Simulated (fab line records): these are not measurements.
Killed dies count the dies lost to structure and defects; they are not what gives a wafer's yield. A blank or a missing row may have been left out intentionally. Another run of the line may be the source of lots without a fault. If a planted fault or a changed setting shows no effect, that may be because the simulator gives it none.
fab line records ; flow sky130
record lots=13; wafers=39; last_day=50
route steps=708 shown CAP2M@603 VIA4@659 PAD_OPEN@708
lots untouched by any fault: they come from a run of this same line in which no faults occurred
start_h: hours from the record's opening day to when the first of the lot's shown wafers began ; wait_h: hours from the lot's prior step to this one ; " as in the row above ; L1.1+2: a single row standing in for several wafers ; - no value present, or no start provided ; * or withheld: withheld ; < > ~ a bound
route shown NAME@n: a module of which the file shows steps, and the number in the route of the first ; usual: mean and standard deviation over wafers with no fault ; same: alike in all rows ; chamber/n: place in a boat ; sites: each site's reading ; _std_site: standard deviation across them ; _edge_site: outer sites' mean less inner sites' ; radius_mm: for every site, how far away it sits from the centre of the wafer ; mask NAME#n: copy n ; behind: the last tool/chamber to shape the wafer ; hold: the reason the lot was held/the length of the hold in hours/how it ended ; device: names the non-switching transistor (n, p or np) ; end of line: tests of these same wafers at the route's end ; a step without rows: its recipe alone ; killed: not the wafer's yield, but the dies lost to structure and defects at the first sort ; map: per-die view of a wafer (x killed, . not killed, _ where there is no die)
set.NAME: setting as actually run; set.NAME@STEP: the setting as run at that earlier step ; model.NAME: the simulator's own value behind a step, which no gauge read
steps of the route over a sample of lots; a table a step, a row a wafer
services: the hour from which a tool's chamber was out of use, counted from the record's first day as start_h (under 0 if before that day), plus the number of hours and why
## steps
# step SKY_CAP2M_CVD_00
# recipe material=SiO2; target_thk_nm=15.5; temp_c=400; time_s=withheld; rf_w=450
# usual heater_power_w=698/61
lot.wafer;tool;chamber;start_h;wait_h;heater_power_w
L464.1;pecvd-01;0;929.68;0.0;612
L464.2;pecvd-01;2;929.68;0.0;723
L464.6;pecvd-01;2;929.68;0.0;731
L465.1;pecvd-03;1;935.82;0.0;777
L465.2;pecvd-03;0;935.82;0.0;836
L465.6;pecvd-03;2;935.82;0.0;673
L467.3;pecvd-01;2;955.76;0.0;705
L467.5;pecvd-01;1;955.76;0.0;706
L467.6;pecvd-01;0;955.76;0.0;673
L466.4;pecvd-01;0;962.02;0.0;584
L466.5;pecvd-01;1;962.02;0.0;680
L466.6;pecvd-01;2;962.02;0.0;767
L468.1;pecvd-03;0;967.17;0.0;832
L468.4;pecvd-03;1;967.17;0.0;741
L468.6;pecvd-03;0;967.17;0.0;813
L470.1;pecvd-01;2;977.39;0.0;773
L470.2;pecvd-01;0;977.39;0.0;673
L470.5;pecvd-01;0;977.39;0.0;664
L472.1;pecvd-03;2;996.91;0.0;685
L472.2;pecvd-03;0;996.91;0.0;763
L472.5;pecvd-03;2;996.91;0.0;666
L474.4;pecvd-01;2;1013.96;0.0;711
L474.5;pecvd-01;1;1013.96;0.0;675
L474.6;pecvd-01;0;1013.96;0.0;571
L479.3;pecvd-02;2;1047.30;0.0;662
L479.4;pecvd-02;0;1047.30;0.0;624
L479.6;pecvd-02;2;1047.30;0.0;676
L480.2;pecvd-01;0;1052.01;0.0;649
L480.4;pecvd-01;1;1052.01;0.0;705
L480.5;pecvd-01;2;1052.01;0.0;714
L481.2;pecvd-02;1;1056.88;0.0;749
L481.3;pecvd-02;2;1056.88;0.0;768
L481.5;pecvd-02;1;1056.88;0.0;779
L482.1;pecvd-02;0;1065.03;0.0;605
L482.2;pecvd-02;2;1065.03;0.0;679
L482.6;pecvd-02;0;1065.03;0.0;572
L485.2;pecvd-02;1;1077.45;0.0;687
L485.3;pecvd-02;2;1077.45;0.0;729
L485.4;pecvd-02;0;1077.45;0.0;651
# step SKY_CAP2M_RS_MEAS_03
# recipe thk_meas_gauge=four-point-probe; reads=TiN_of_CAP2M_SPUTTER_02
# usual CAP2M_TIN_RS=6.90/0.12
lot.wafer;tool;chamber;start_h;wait_h;CAP2M_TIN_RS[ohm/sq]
L464.1;film_metro-03;-;929.88;0.1;7.04
L464.2;film_metro-03;-;929.88;0.1;6.95
L464.6;film_metro-03;-;929.88;0.1;6.98
L465.1;film_metro-04;-;936.01;0.1;7.00
L465.2;film_metro-04;-;936.01;0.1;6.99
L465.6;film_metro-04;-;936.01;0.1;7.03
L467.3;film_metro-02;-;955.99;0.1;6.81
L467.5;film_metro-02;-;955.99;0.1;6.99
L467.6;film_metro-02;-;955.99;0.1;6.85
L466.4;film_metro-04;-;962.26;0.1;7.10
L466.5;film_metro-04;-;962.26;0.1;7.27
L466.6;film_metro-04;-;962.26;0.1;7.12
L468.1;film_metro-04;-;967.36;0.1;6.86
L468.4;film_metro-04;-;967.36;0.1;6.92
L468.6;film_metro-04;-;967.36;0.1;6.73
L470.1;film_metro-02;-;977.58;0.1;6.86
L470.2;film_metro-02;-;977.58;0.1;6.82
L470.5;film_metro-02;-;977.58;0.1;6.87
L472.1;film_metro-03;-;997.10;0.1;6.89
L472.2;film_metro-03;-;997.10;0.1;6.93
L472.5;film_metro-03;-;997.10;0.1;6.82
L474.4;film_metro-02;-;1014.20;0.1;6.75
L474.5;film_metro-02;-;1014.20;0.1;6.81
L474.6;film_metro-02;-;1014.20;0.1;6.85
L479.3;film_metro-03;-;1047.53;0.1;6.92
L479.4;film_metro-03;-;1047.53;0.1;7.10
L479.6;film_metro-03;-;1047.53;0.1;7.05
L480.2;film_metro-03;-;1052.22;0.1;7.13
L480.4;film_metro-03;-;1052.22;0.1;7.12
L480.5;film_metro-03;-;1052.22;0.1;6.98
L481.2;film_metro-04;-;1057.09;0.1;6.98
L481.3;film_metro-04;-;1057.09;0.1;6.84
L481.5;film_metro-04;-;1057.09;0.1;6.82
L482.1;film_metro-04;-;1065.22;0.1;6.95
L482.2;film_metro-04;-;1065.22;0.1;6.79
L482.6;film_metro-04;-;1065.22;0.1;6.79
L485.2;film_metro-03;-;1077.66;0.1;6.83
L485.3;film_metro-03;-;1077.66;0.1;6.97
L485.4;film_metro-03;-;1077.66;0.1;6.79
# step SKY_CAP2M_CLEAN_16
# recipe chemistry=IPA; time_s=180; temp_c=25
lot.wafer;tool;chamber;start_h;wait_h
L464.1+2+6;wet_bench-01;0;954.38;0.0
L465.1+2+6;wet_bench-03;1;960.53;0.0
L467.3+5+6;wet_bench-01;2;979.71;0.0
L466.4+5+6;wet_bench-02;3;986.06;0.0
L468.1+4+6;wet_bench-01;0;991.45;0.0
L470.1+2+5;wet_bench-03;3;1001.95;0.0
L472.1+2+5;wet_bench-02;0;1020.75;0.0
L474.4+5+6;wet_bench-03;0;1037.05;0.0
L479.3+4+6;wet_bench-03;3;1070.50;0.0
L480.2+4+5;wet_bench-03;3;1075.24;0.0
L481.2+3+5;wet_bench-03;1;1079.69;0.0
L482.1+2+6;wet_bench-02;3;1088.01;0.2
L485.2+3+4;wet_bench-01;2;1097.85;0.0
# step SKY_VIA4_THK_MEAS_20
# recipe thk_meas_gauge=xrf; reads=W_of_VIA4_CVD_18
# usual VIA4_W_THK=510/7.8
lot.wafer;tool;chamber;start_h;wait_h;VIA4_W_THK[nm]
L464.1;film_metro-01;-;1005.07;0.1;514
L464.2;film_metro-01;-;1005.07;0.1;501
L464.6;film_metro-01;-;1005.07;0.1;505
L465.1;film_metro-02;-;1009.92;0.1;510
L465.2;film_metro-02;-;1009.92;0.1;514
L465.6;film_metro-02;-;1009.92;0.1;506
L467.3;film_metro-02;-;1029.22;0.1;508
L467.5;film_metro-02;-;1029.22;0.1;504
L467.6;film_metro-02;-;1029.22;0.1;513
L466.4;film_metro-03;-;1037.30;0.1;515
L466.5;film_metro-03;-;1037.30;0.1;519
L466.6;film_metro-03;-;1037.30;0.1;511
L468.1;film_metro-01;-;1040.36;0.1;514
L468.4;film_metro-01;-;1040.36;0.1;513
L468.6;film_metro-01;-;1040.36;0.1;508
L470.1;film_metro-03;-;1049.86;0.1;509
L470.2;film_metro-03;-;1049.86;0.1;514
L470.5;film_metro-03;-;1049.86;0.1;503
L472.1;film_metro-02;-;1067.66;0.1;501
L472.2;film_metro-02;-;1067.66;0.1;512
L472.5;film_metro-02;-;1067.66;0.1;513
L474.4;film_metro-01;-;1084.71;0.1;511
L474.5;film_metro-01;-;1084.71;0.1;519
L474.6;film_metro-01;-;1084.71;0.1;507
L479.3;film_metro-03;-;1115.17;0.1;516
L479.4;film_metro-03;-;1115.17;0.1;512
L479.6;film_metro-03;-;1115.17;0.1;524
L480.2;film_metro-02;-;1118.89;0.1;507
L480.4;film_metro-02;-;1118.89;0.1;497
L480.5;film_metro-02;-;1118.89;0.1;503
L481.2;film_metro-01;-;1122.09;0.1;509
L481.3;film_metro-01;-;1122.09;0.1;512
L481.5;film_metro-01;-;1122.09;0.1;507
L482.1;film_metro-03;-;1129.82;0.1;508
L482.2;film_metro-03;-;1129.82;0.1;522
L482.6;film_metro-03;-;1129.82;0.1;518
L485.2;film_metro-03;-;1138.69;0.1;518
L485.3;film_metro-03;-;1138.69;0.1;512
L485.4;film_metro-03;-;1138.69;0.1;532
# step SKY_PAD_OPEN_PROBE_99
# usual defect_limited_yield=82.8/2; killed_at_M0_to_M3=43/7.8; killed_at_M4_up=3.2/1.9; killed_at_contacts=24/5; killed_at_front_end=14/4.5; killed_at_other=0.2/0.41; killed_dies=84/9.6; killed_open=47/6.9; killed_short=38/6; sort_bin_3_pad_short=0.8/0.43; sort_bin_5_function=10.1/1.4; sort_bin_6_memory=6.3/1.1; sort_n_pass=408/9.6; sort_yield_pct=82.8/2
# same gross_dies=492; killed_at_back_side=0; sort_bin_4_leakage[%]=0; sort_bin_8_speed[%]=0
lot.wafer;tool;chamber;start_h;wait_h;defect_limited_yield[%];killed_at_M0_to_M3;killed_at_M4_up;killed_at_contacts;killed_at_front_end;killed_at_other;killed_dies;killed_open;killed_short;sort_bin_3_pad_short[%];sort_bin_5_function[%];sort_bin_6_memory[%];sort_n_pass;sort_yield_pct[%]
L479.3;prober-01;-;1175.12;0.2;77.2;29;1;18;8;56;112;24;32;3.9;13.4;5.5;380;77.2
L479.4;prober-01;-;1175.17;0.2;76.0;29;5;17;14;53;118;34;31;4.1;13.4;6.5;374;76.0
L479.6;prober-01;-;1175.27;0.2;74.4;33;2;21;14;56;126;37;33;4.9;14.8;5.9;366;74.4
L480.2;prober-02;-;1177.99;0.1;69.7;45;8;19;22;55;149;52;42;4.3;19.3;6.7;343;69.7
L480.4;prober-02;-;1178.09;0.2;75.4;39;0;12;9;61;121;29;31;4.9;14.4;5.3;371;75.4
L480.5;prober-02;-;1178.14;0.2;74.4;46;2;13;7;58;126;43;25;4.1;17.3;4.3;366;74.4
L481.2;prober-01;-;1180.15;0.1;75.8;31;0;25;11;52;119;35;32;3.9;15.0;5.3;373;75.8
L481.3;prober-01;-;1180.20;0.2;73.8;36;4;18;16;55;129;43;31;4.5;15.7;6.1;363;73.8
L481.5;prober-01;-;1180.30;0.2;75.8;31;2;21;9;56;119;33;31;4.3;14.2;5.7;373;75.8
# killed by level:class
L479.3 CAP2M:unspecified=56 LI_CONTACT:geometric_particle:open=7 METAL1:geometric_particle:short=7 LI_CONTACT:geometric_particle:short=4 LOCAL_INTERCONNECT:geometric_particle:short=3 VIA1:geometric_particle:open=3 CONTACT:geometric_particle:open=3 VIA3:geometric_particle:open=3
L479.4 CAP2M:unspecified=53 CONTACT:geometric_particle:open=7 FIELD_ISO:geometric_particle:short=4 LI_CONTACT:geometric_particle:open=4 VIA1:geometric_particle:open=4 METAL2:geometric_particle:short=4 VIA3:geometric_particle:open=4 FIELD_ISO:geometric_particle:open=3
L479.6 CAP2M:unspecified=56 LI_CONTACT:geometric_particle:open=9 METAL1:geometric_particle:short=8 CONTACT:geometric_particle:open=7 METAL2:geometric_particle:short=6 VIA1:geometric_particle:open=6 FIELD_ISO:geometric_particle:short=5 VIA3:geometric_particle:open=5
L480.2 CAP2M:unspecified=55 VIA1:geometric_particle:open=13 VIA2:geometric_particle:open=9 CONTACT:geometric_particle:open=8 POLY_GATE:geometric_particle:short=6 VIA3:geometric_particle:open=6 POLY_GATE:geometric_particle:open=5 LOCAL_INTERCONNECT:geometric_particle:short=5
L480.4 CAP2M:unspecified=61 METAL2:geometric_particle:short=11 VIA2:geometric_particle:open=8 VIA1:geometric_particle:open=6 CONTACT:geometric_particle:open=4 VIA3:geometric_particle:short=4 FIELD_ISO:geometric_particle:open=3 CONTACT:geometric_particle:short=3
L480.5 CAP2M:unspecified=58 VIA1:geometric_particle:open=20 CONTACT:geometric_particle:open=7 VIA1:geometric_particle:short=5 VIA2:geometric_particle:open=4 FIELD_ISO:geometric_particle:open=3 LOCAL_INTERCONNECT:geometric_particle:short=3 METAL1:geometric_particle:short=3
L481.2 CAP2M:unspecified=52 LI_CONTACT:geometric_particle:short=8 VIA1:geometric_particle:open=8 LI_CONTACT:geometric_particle:open=7 VIA3:geometric_particle:open=6 VIA2:geometric_particle:open=4 LOCAL_INTERCONNECT:geometric_particle:short=4 VIA1:geometric_particle:short=4
L481.3 CAP2M:unspecified=55 VIA1:geometric_particle:open=9 CONTACT:geometric_particle:open=7 CONTACT:geometric_particle:short=6 VIA3:geometric_particle:open=5 METAL2:geometric_particle:short=5 METAL1:geometric_particle:short=4 POLY_GATE:geometric_particle:open=3
L481.5 CAP2M:unspecified=55 CONTACT:geometric_particle:open=7 VIA1:geometric_particle:open=6 CONTACT:geometric_particle:short=5 VIA2:geometric_particle:open=5 VIA3:geometric_particle:open=5 LOCAL_INTERCONNECT:geometric_particle:short=4 VIA3:geometric_particle:short=4
## services
tool;chamber;start_h;hours;kind
pecvd-02;-;912.01;1.0;repair
pecvd-01;1;926.08;14.8;repair
pecvd-01;-;932.02;3.8;repair
pecvd-03;-;937.18;28.1;pm
pecvd-02;1;941.95;5.0;scheduled_down
pecvd-01;-;951.30;0.9;repair
pecvd-02;0;967.44;5.5;scheduled_down
pecvd-02;-;986.83;2.8;pm
pecvd-03;-;990.71;0.4;repair
pecvd-03;1;999.38;-;clean
pecvd-03;1;999.38;-;consumable_replace:showerhead
pecvd-03;1;999.38;29.0;scheduled_down
pecvd-03;1;999.38;29.0;vent_cycle
pecvd-01;-;1008.97;2.8;pm
pecvd-01;0;1035.92;5.0;scheduled_down
pecvd-01;2;1040.92;5.5;scheduled_down
pecvd-02;2;1060.51;2.1;scheduled_down
wet_bench-01;-;1062.48;33.5;pm
pecvd-02;-;1073.77;1.7;repair
pecvd-01;1;1074.63;15.0;repair
pecvd-02;-;1079.67;1.1;repair
pecvd-01;1;1089.66;5.5;scheduled_down
## key
first_sign step=SKY_PAD_OPEN_PROBE_99; reading=killed_at_other; direction=up; sigmas=56; usual=0.2; struck=55.8
effect step=SKY_PAD_OPEN_PROBE_99; reading=sort_bin_3_pad_short; direction=up; sigmas=8.1; usual=0.8; struck=4.3
met_at SKY_CAP2M_CLEAN_16
struck_lots L479,L480,L481
not_acting_at SKY_CAP2M_CVD_00,SKY_CAP2M_RS_MEAS_03,SKY_VIA4_THK_MEAS_20
onset_between 1037.05 1070.50
fault kind=chamber_particle_source; tool=wet_bench-03; chamber=-; onset_h=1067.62; steps=SKY_CAP2M_CLEAN_16; rate_per_visit_cm2=1.4893; end_h=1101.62
